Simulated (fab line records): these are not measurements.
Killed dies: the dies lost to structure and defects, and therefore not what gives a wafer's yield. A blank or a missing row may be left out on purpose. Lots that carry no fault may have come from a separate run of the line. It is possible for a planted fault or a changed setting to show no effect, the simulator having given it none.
Which tool did it? ; flow gf180mcu ; 12 lots with 36 wafers sampled at 6 steps, on a route of 602 steps

WHAT THE GAUGES SHOWED, per wafer
GF_CONTACT_RS_MEAS_25: measures by four-point-probe. Usual: CONTACT_W_RS 0.387 ohm/sq, standard deviation 0.0039.
lot;measured;on;CONTACT_W_RS (ohm/sq);flag
L517;day 16 20:29;film_metro-02;0.388 0.394 0.390;
L516;day 16 22:03;film_metro-03;0.380 0.381 0.381;
L521;day 18 16:37;film_metro-03;0.390 0.387 0.387;
L522;day 18 19:57;film_metro-04;0.387 0.388 0.385;
L523;day 18 20:52;film_metro-02;0.380 0.384 0.383;
L524;day 19 01:31;film_metro-04;0.386 0.384 0.380;
L527;day 20 14:04;film_metro-04;0.383 0.381 0.382;
L528;day 20 16:17;film_metro-03;0.389 0.386 0.379;
L532;day 22 02:14;film_metro-03;0.390 0.385 0.382;
L533;day 22 13:04;film_metro-03;0.382 0.382 0.382;
L535;day 23 02:00;film_metro-04;0.389 0.389 0.390;
L534;day 23 02:52;film_metro-03;0.388 0.391 0.384;

GF_M1_RS_MEAS_05: measures by four-point-probe. Usual: M1_ALCU_RS 0.0697 ohm/sq, standard deviation 0.00067.
lot;measured;on;M1_ALCU_RS (ohm/sq);flag
L517;day 16 21:11;film_metro-01;0.0695 0.0692 0.0701;
L516;day 16 22:45;film_metro-01;0.0703 0.0697 0.0698;
L521;day 18 17:20;film_metro-03;0.0688 0.0692 0.0692;
L522;day 18 20:50;film_metro-03;0.0703 0.0704 0.0708;
L523;day 18 21:34;film_metro-01;0.0711 0.0704 0.0702;
L524;day 19 02:13;film_metro-03;0.0696 0.0698 0.0689;
L527;day 20 14:46;film_metro-01;7.1983 7.1121 7.1597;OFF
L528;day 20 16:59;film_metro-02;7.1747 7.1416 7.1501;OFF
L532;day 22 02:56;film_metro-02;0.0697 0.0694 0.0698;
L533;day 22 13:46;film_metro-02;0.0699 0.0702 0.0698;
L535;day 23 02:42;film_metro-02;0.0699 0.0691 0.0696;
L534;day 23 03:34;film_metro-01;0.0693 0.0685 0.0693;

GF_M1_THK_MEAS_06: measures by xrf. Usual: M1_ALCU_THK 452 nm, standard deviation 5.3.
lot;measured;on;M1_ALCU_THK (nm);flag
L517;day 16 21:17;film_metro-01;453 456 447;
L516;day 16 22:52;film_metro-01;448 452 452;
L521;day 18 17:26;film_metro-03;455 455 456;
L522;day 18 20:58;film_metro-03;449 447 446;
L523;day 18 21:41;film_metro-01;443 449 449;
L524;day 19 02:19;film_metro-03;450 450 456;
L527;day 20 14:53;film_metro-01;<0 <0 <0;OFF
L528;day 20 17:06;film_metro-02;<0 <0 <0;OFF
L532;day 22 03:03;film_metro-02;453 459 454;
L533;day 22 13:53;film_metro-02;455 451 456;
L535;day 23 02:49;film_metro-02;456 460 454;
L534;day 23 03:41;film_metro-01;459 461 458;

GF_M1_CD_MEAS_14 targets a cd of 230 nm. Usual: 230.0 nm for cd_nm, sd 1.3.
lot;measured;on;cd_nm (nm);flag
L517;day 17 19:38;cd_sem-01;230.9 231.3 230.8;
L516;day 17 21:10;cd_sem-02;226.7 227.4 228.0;
L521;day 19 16:58;cd_sem-01;229.1 227.6 228.5;
L522;day 19 20:11;cd_sem-01;228.5 229.6 228.6;
L523;day 19 21:25;cd_sem-02;229.9 230.7 229.9;
L524;day 20 00:22;cd_sem-02;231.2 231.1 232.1;
L527;day 21 15:35;cd_sem-02;230.6 230.7 230.7;
L528;day 21 17:13;cd_sem-02;230.0 229.9 229.2;
L532;day 23 03:25;cd_sem-01;229.1 228.4 229.2;
L533;day 23 12:47;cd_sem-01;232.5 232.1 231.5;
L535;day 24 01:23;cd_sem-02;229.3 229.8 228.9;
L534;day 24 03:00;cd_sem-01;229.7 229.1 229.0;

WHAT TOOL EACH LOT RAN ON (gives the tool, then ch and the chambers of the sampled wafers, and finally the start)
lot;GF_CONTACT_CVD_24;GF_M1_SPUTTER_02
L517;cvd_w-02 ch 1, day 16 20:22;pvd_sputter-04, day 16 21:04
L516;cvd_w-01 ch 0, day 16 21:49;pvd_sputter-01, day 16 22:38
L521;cvd_w-01 ch 0,1, day 18 16:29;pvd_sputter-01, day 18 17:13
L522;cvd_w-02 ch 0,1, day 18 19:47;pvd_sputter-03, day 18 20:45
L523;cvd_w-01 ch 0,1, day 18 20:46;pvd_sputter-01, day 18 21:29
L524;cvd_w-01 ch 0,1, day 19 01:23;pvd_sputter-03, day 19 02:06
L527;cvd_w-01 ch 0,1, day 20 13:58;pvd_sputter-01, day 20 14:41
L528;cvd_w-01 ch 0,1, day 20 16:10;pvd_sputter-01, day 20 16:53
L532;cvd_w-01 ch 0,1, day 22 02:07;pvd_sputter-03, day 22 02:50
L533;cvd_w-01 ch 0,1, day 22 12:58;pvd_sputter-04, day 22 13:40
L535;cvd_w-02 ch 0,1, day 23 01:54;pvd_sputter-01, day 23 02:37
L534;cvd_w-02 ch 0,1, day 23 02:46;pvd_sputter-03, day 23 03:29
- GF_CONTACT_CVD_24: deposits W, target thk 300 nm, time 90.339 s.
- GF_M1_SPUTTER_02: material AlCu, target thk 450 nm, time 23.9 s.

AS READ BY THE TOOLS THEMSELVES (means over the sampled wafers that have a number; for cases with no such wafer, the mark the record gives instead)
GF_CONTACT_CVD_24. Usual: 824 W for heater_power_w, sd 74.
lot;tool;heater_power_w (W);flag
L517;cvd_w-02;810;
L516;cvd_w-01;783;
L521;cvd_w-01;842;
L522;cvd_w-02;809;
L523;cvd_w-01;859;
L524;cvd_w-01;854;
L527;cvd_w-01;793;
L528;cvd_w-01;793;
L532;cvd_w-01;791;
L533;cvd_w-01;787;
L535;cvd_w-02;831;
L534;cvd_w-02;810;

GF_M1_SPUTTER_02. Usual: cathode_dc_power_W 10600 W, standard deviation 2; chamber_pressure_pa 0.4001 Pa, standard deviation 0.00086; throttle_valve_pct 30.6 %, standard deviation 0.69.
lot;tool;cathode_dc_power_W (W);chamber_pressure_pa (Pa);throttle_valve_pct (%);flag
L517;pvd_sputter-04;10601;0.4010;30.2;
L516;pvd_sputter-01;10598;0.4005;30.3;
L521;pvd_sputter-01;10598;0.4005;30.6;
L522;pvd_sputter-03;10600;0.3999;30.6;
L523;pvd_sputter-01;10602;0.4000;30.5;
L524;pvd_sputter-03;10601;0.4000;30.8;
L527;pvd_sputter-01;-;-;-;OFF
L528;pvd_sputter-01;-;-;-;OFF
L532;pvd_sputter-03;10600;0.4001;30.7;
L533;pvd_sputter-04;10599;0.3994;29.9;
L535;pvd_sputter-01;10601;0.3998;31.0;
L534;pvd_sputter-03;10600;0.4003;30.6;

THE ANSWER, worked out from the rows above alone
Rule: take the mean of a lot's wafers that have a number; if it is more than 3 standard deviations from the usual mean, the lot is off. Also off: a lot with no number at a reading for which 4 or more lots have one. All remaining lots with rows at the step are treated as sound. After the gauges, taken in route order, come the tools' own readings; for these a lot's mean is taken, as printed above. At the first step where some lot is off, the reading lying furthest off is the one used; lots without a number count as furthest.
Off: L527, L528, seen at GF_M1_RS_MEAS_05 (M1_ALCU_RS).
A tool fits if, at a process step before that reading, it ran every lot that is off, and no sound lot after the first of them. The gauges at GF_M1_RS_MEAS_05 aren't tried: what is off there is off at GF_M1_SPUTTER_02 too, on other tools, and a gauge's error can't cause that. None of those tried fits.

WHAT THE SIMULATOR HAD INSERTED
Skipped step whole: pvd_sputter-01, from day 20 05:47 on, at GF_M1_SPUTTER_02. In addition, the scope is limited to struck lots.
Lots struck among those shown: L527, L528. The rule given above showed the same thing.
